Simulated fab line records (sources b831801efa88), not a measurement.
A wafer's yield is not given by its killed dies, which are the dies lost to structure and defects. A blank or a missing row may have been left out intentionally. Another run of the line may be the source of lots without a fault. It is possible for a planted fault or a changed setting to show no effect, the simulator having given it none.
The tool behind it: which one? | flow gf180mcu | 11 lots with 33 wafers sampled at 6 steps, on a route of 602 steps

== WHAT THE GAUGES READ, wafer by wafer ==
GF_STI_THK_MEAS_04.
lot  | measured    | on            | STI_CVD_03_THK (nm)
L122 | day 1 22:44 | film_metro-02 | 205.8 204.7 205.8
L123 | day 2 04:05 | film_metro-01 | 211.6 211.4 211.4
L125 | day 2 09:47 | film_metro-02 | 206.4 205.7 205.7
L129 | day 3 05:35 | film_metro-03 | 115.0 115.3 114.4 115.0 115.4 114.3
L130 | day 3 11:42 | film_metro-02 | 116.3 114.8 117.5 116.3 114.7 117.4
L135 | day 4 12:18 | film_metro-01 | 208.3 209.1 207.8
L137 | day 4 22:16 | film_metro-03 | 208.7 207.7 208.1
L138 | day 5 03:34 | film_metro-03 | 206.4 205.7 205.3
L139 | day 5 08:35 | film_metro-02 | 208.0 207.9 206.9
L142 | day 5 22:35 | film_metro-02 | 207.6 209.5 208.6
L144 | day 6 09:28 | film_metro-03 | 210.2 210.3 211.7

GF_SALICIDE_THK_MEAS_05: measures by xrf.
lot  | measured     | on            | SALICIDE_TIN_THK (nm)
L122 | day 15 19:27 | film_metro-04 | 20.1 20.0 20.3
L123 | day 15 23:16 | film_metro-04 | 20.0 20.6 20.6
L125 | day 16 13:37 | film_metro-02 | 20.1 20.0 19.9
L129 | day 17 20:39 | film_metro-01 | 20.0 19.9 19.9
L130 | day 18 09:02 | film_metro-04 | 20.5 20.3 20.3
L135 | day 20 06:59 | film_metro-02 | 19.6 19.4 19.6
L137 | day 20 23:04 | film_metro-02 | 19.7 19.7 19.6
L138 | day 21 07:13 | film_metro-02 | 20.0 20.1 20.0
L139 | day 21 17:08 | film_metro-02 | 20.1 20.3 20.2
L142 | day 22 11:37 | film_metro-04 | 20.5 20.0 20.5
L144 | day 23 06:17 | film_metro-04 | 20.0 20.2 19.9

GF_CONTACT_OVL_MEAS_15.
lot  | measured     | on         | CONTACT_OVL (nm)
L122 | day 16 18:44 | overlay-02 | -7 2 -4
L123 | day 16 22:56 | overlay-02 | -8 -5 -9
L125 | day 17 13:21 | overlay-02 | 4 -6 -1
L129 | day 18 20:59 | overlay-01 | 1 1 -2
L130 | day 19 09:57 | overlay-01 | 1 -4 -1
L135 | day 21 08:18 | overlay-01 | -6 -5 -2
L137 | day 21 23:59 | overlay-02 | -3 8 0
L138 | day 22 07:56 | overlay-02 | 2 3 7
L139 | day 22 17:27 | overlay-02 | 3 -1 -2
L142 | day 23 11:24 | overlay-01 | 6 0 9
L144 | day 24 06:08 | overlay-02 | 0 0 4

== TOOL THAT RAN EACH LOT (tool first, then ch and the chambers of the sampled wafers, then the start) ==
lot  | GF_STI_CVD_03              | GF_STI_ETCH_13                    | GF_SAB_CVD_00
L122 | lpcvd-01 ch 0, day 1 20:44 | rie_diel-01 ch 0,1,2, day 2 09:41 | pecvd-02 ch 0,2, day 14 21:55
L123 | lpcvd-02 ch 0, day 2 02:06 | rie_diel-03 ch 0,1,3, day 2 15:41 | pecvd-02 ch 0,1,2, day 15 01:04
L125 | lpcvd-02 ch 0, day 2 07:48 | rie_diel-03 ch 0,1,2, day 2 22:25 | pecvd-01 ch 1,2, day 15 14:55
L129 | lpcvd-02 ch 0, day 3 03:34 | rie_diel-01 ch 0,3, day 3 18:13   | pecvd-01 ch 0,1,2, day 16 21:30
L130 | lpcvd-02 ch 0, day 3 09:43 | rie_diel-02 ch 1,2,3, day 4 00:22 | pecvd-01 ch 0,2, day 17 10:18
L135 | lpcvd-01 ch 1, day 4 10:19 | rie_diel-01 ch 0,1,2, day 5 01:44 | pecvd-02 ch 0,1,2, day 19 05:55
L137 | lpcvd-01 ch 0, day 4 20:17 | rie_diel-03 ch 0,1,2, day 5 12:41 | pecvd-03 ch 0,1,2, day 19 22:08
L138 | lpcvd-01 ch 0, day 5 00:34 | rie_diel-03 ch 0,1,3, day 5 17:32 | pecvd-02 ch 0,1,2, day 20 06:48
L139 | lpcvd-01 ch 1, day 5 05:34 | rie_diel-03 ch 0,1,2, day 5 22:31 | pecvd-01 ch 0,1,2, day 20 16:48
L142 | lpcvd-01 ch 0, day 5 20:34 | rie_diel-01 ch 0,1,2, day 6 13:13 | pecvd-01 ch 0,1,2, day 21 12:05
L144 | lpcvd-02 ch 0, day 6 07:29 | rie_diel-02 ch 0,1,3, day 7 00:31 | pecvd-01 ch 1,2, day 22 07:07
- GF_STI_CVD_03: deposits Si3N4 from DCS/NH3, target thk 207.16 nm, time 3551 s.
- GF_STI_ETCH_13: etches the open film in CHF3/O2, stops on Si, target depth 282.31 nm, time 112.9 s.
- GF_SAB_CVD_00: deposits SiO2 from TEOS, target thk 50 nm, time 4.858 s.

== AS READ BY THE TOOLS THEMSELVES (means over the sampled wafers that have a number; for cases with no such wafer, the mark the record gives instead) ==
GF_STI_CVD_03.
lot  | tool     | spike_tc_bottom_C (C) | spike_tc_centre_C (C) | spike_tc_lower_C (C) | spike_tc_top_C (C) | spike_tc_upper_C (C) | susceptor_temp_C (C) | zone_power_bottom_pct (%) | zone_power_top_pct (%) | zone_power_upper_pct (%)
L122 | lpcvd-01 | 790                   | 770.7                 | 769.9                | 782.5              | 768.0                | 770.1                | 20.6                      | 24.8                   | 11.4
L123 | lpcvd-02 | 782                   | 772.2                 | 770.6                | 781.9              | 771.3                | 770.1                | 25.8                      | 29.7                   | 11.7
L125 | lpcvd-02 | 783                   | 771.7                 | 771.7                | 782.4              | 769.6                | 770.3                | 25.7                      | 29.2                   | 11.8
L129 | lpcvd-02 | 754                   | 741.9                 | 740.9                | 752.9              | 739.9                | 740.9                | 24.1                      | 27.5                   | 10.9
L130 | lpcvd-02 | 753                   | 742.3                 | 742.0                | 753.1              | 740.7                | 740.3                | 23.9                      | 27.6                   | 10.9
L135 | lpcvd-01 | 791                   | 771.9                 | 769.4                | 781.1              | 769.9                | 769.9                | 24.3                      | 26.0                   | 16.5
L137 | lpcvd-01 | 790                   | 770.6                 | 769.2                | 782.2              | 768.7                | 769.9                | 20.5                      | 25.0                   | 11.4
L138 | lpcvd-01 | 790                   | 771.3                 | 769.6                | 782.7              | 768.8                | 770.1                | 20.8                      | 24.9                   | 11.4
L139 | lpcvd-01 | 790                   | 770.5                 | 769.9                | 781.1              | 769.4                | 770.3                | 24.5                      | 25.9                   | 16.4
L142 | lpcvd-01 | 789                   | 771.2                 | 770.3                | 781.9              | 768.9                | 770.0                | 20.7                      | 25.0                   | 11.3
L144 | lpcvd-02 | 783                   | 771.8                 | 772.0                | 781.8              | 770.6                | 769.8                | 25.9                      | 29.2                   | 11.7

GF_STI_ETCH_13.
lot  | tool        | drypump_motor_current_A (A) | oes_product_au (a.u.) | throttle_valve_pct (%)
L122 | rie_diel-01 | 5.9                         | 0.829                 | 8.811
L123 | rie_diel-03 | 5.3                         | 0.839                 | 8.810
L125 | rie_diel-03 | 5.4                         | 0.830                 | 8.810
L129 | rie_diel-01 | 6.0                         | 0.629                 | 8.744
L130 | rie_diel-02 | 6.5                         | 0.633                 | 8.753
L135 | rie_diel-01 | 5.9                         | 0.832                 | 8.813
L137 | rie_diel-03 | 5.4                         | 0.834                 | 8.814
L138 | rie_diel-03 | 5.3                         | 0.832                 | 8.806
L139 | rie_diel-03 | 5.4                         | 0.830                 | 8.806
L142 | rie_diel-01 | 5.9                         | 0.837                 | 8.819
L144 | rie_diel-02 | 6.3                         | 0.839                 | 8.821

GF_SAB_CVD_00.
lot  | tool     | heater_power_w (W) | susceptor_temp_C (C)
L122 | pecvd-02 | 627                | 399.91
L123 | pecvd-02 | 698                | 399.77
L125 | pecvd-01 | 697                | 400.14
L129 | pecvd-01 | 778                | 399.84
L130 | pecvd-01 | 712                | 400.07
L135 | pecvd-02 | 694                | 400.11
L137 | pecvd-03 | 634                | 399.72
L138 | pecvd-02 | 683                | 399.77
L139 | pecvd-01 | 781                | 399.96
L142 | pecvd-01 | 723                | 399.95
L144 | pecvd-01 | 743                | 400.14

== THE ANSWER, worked out from the rows above alone ==
Rule: what is usual is taken from the lots themselves. The widest of any qualifying gaps counts: lots, ordered by their means at a reading, are off when they make up no more than a third of the lots, leave a main group of 4 or more, and stand apart from it by 3 or more times the standard deviation of that group's means. Not used: any main group whose means are identical at the precision the tables above print for the reading. Also off: a lot with no number at a reading for which 4 or more lots have one. All remaining lots with rows at the step are treated as sound. The gauges are gone through in route order, then the tools' own readings, and for those a lot's mean is taken as printed above. The first step at which some lot is off is used, and at that step the reading that is off furthest; a lot without a number counts as furthest.
Off: L129, L130, seen at GF_STI_THK_MEAS_04 (STI_CVD_03_THK). Mean 208.0 nm and standard deviation 2 in the main group.
If a tool, at a process step before that reading, ran all the lots that are off and no sound lot after the first of them, it fits. Not tried: the gauges at GF_STI_THK_MEAS_04; whatever is off there is also off at GF_STI_CVD_03, on other tools, and gauge error can't account for it. Not one of the candidates tried fits.

== WHAT THE SIMULATOR HAD INSERTED ==
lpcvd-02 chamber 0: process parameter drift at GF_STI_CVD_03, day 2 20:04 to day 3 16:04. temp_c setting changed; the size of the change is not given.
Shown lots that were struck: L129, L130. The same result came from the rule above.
